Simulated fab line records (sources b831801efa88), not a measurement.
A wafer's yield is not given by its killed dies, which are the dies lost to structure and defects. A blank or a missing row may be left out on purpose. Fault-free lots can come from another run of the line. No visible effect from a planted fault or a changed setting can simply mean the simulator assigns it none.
Problem report, 8D (eight disciplines) form, completed by code ; flow gf180mcu ; the parts of the form that need people (team, actions taken, sign-off) are left out

1. PROBLEM STATEMENT
On 2 wafers of 1 lot, cd_nm at GF_HV_LDD_CD_MEAS_46 has a mean of 418.0 nm; fault-free wafers read 399.5 nm, standard deviation 2. That puts it +9.2 standard deviations away from the usual mean.
The step: target cd 400 nm.
Earliest sighting: wafer L690.1 on cd_sem-01 at day 14 13:17. The record holds 36 wafers of 12 lots with a number at this step. Rule for "out", or "out of limits": more than 4 standard deviations from the usual mean. Any other wafer with a number is counted as sound.

2. WHAT IT IS, WHAT IT ISN'T
question;is;is not
which readings at this step;cd_nm;-
which lots;L690;L684, L685, L686, L688, L697, L699, L701, L703, L704, L705, L706
which wafers of those lots;L690.1, L690.2;L690.6
read on which gauges;cd_sem-01;cd_sem-02
when;from day 14 13:17;"up to then (13 sound wafers); but 21 sound wafers of L697, L699, L701, L703, L704, L705, L706 came after"

3. SUSPECTS, AND WHAT RULES EACH OUT
Counting: a tool at a process step up to the reading stays a suspect if it ran every lot that is out. Sound lots after the first of them don't rule it out here, since some wafers of a struck lot are sound.
- the gauge at GF_HV_LDD_CD_MEAS_46 is ruled out. All the wafers that are out were read on cd_sem-01, but those of them that GF_HV_LDD_STRIP_49 has rows for are out there too, on other tools.
- litho_track-04 at GF_HV_LDD_COAT_41 (resist thk 1000 nm): kept. L690, the lot that is out, went through it at day 14 02:44; up to then, the latest sound lot through it was L685 at day 12 14:44.
Left after counting: litho_track-04 at GF_HV_LDD_COAT_41.

4. THE CAUSE (what the simulator had put in)
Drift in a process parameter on litho_track-04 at GF_HV_LDD_COAT_41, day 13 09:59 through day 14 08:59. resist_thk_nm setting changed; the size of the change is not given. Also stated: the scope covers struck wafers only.
The count eliminated every tool but this one.

5. SEQUENCE OF EFFECTS, ordered by route
Each row: a reading where the mean over the struck wafers with a number is more than 3 standard deviations away from the usual. Only readings for which the record gives a usual standard deviation are gone through. hours: the time from each lot's start at the first step in this table that gives one to its start at this step, as a median over the lots. sigmas: the change in usual standard deviations.
hours;step;reading;usual;on struck wafers;change;sigmas
0;GF_HV_LDD_CD_MEAS_46;cd_nm;399.5 nm;418.0;+18.5;+9.2
0;GF_HV_LDD_STRIP_49;oes_product_au;0.716 a.u.;0.681;-0.035;-7.7
0;GF_HV_LDD_STRIP_49;strip_time_to_endpoint_s;12.651 s;10.741;-1.910;-66
The process steps in it:
- GF_HV_LDD_STRIP_49: strips in O2/N2.

6. HOW IT WOULD HAVE BEEN CAUGHT EARLIER
In this record the first reading out of limits at a measuring or inspecting step was taken at day 14 13:17, 27 hours after the fault began at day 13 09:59.
Each of the lots that are out, 1 in all, had begun GF_HV_LDD_COAT_41 on litho_track-04 no later than day 14 13:17. Had the tool been put on hold then, not one of them would have been saved.
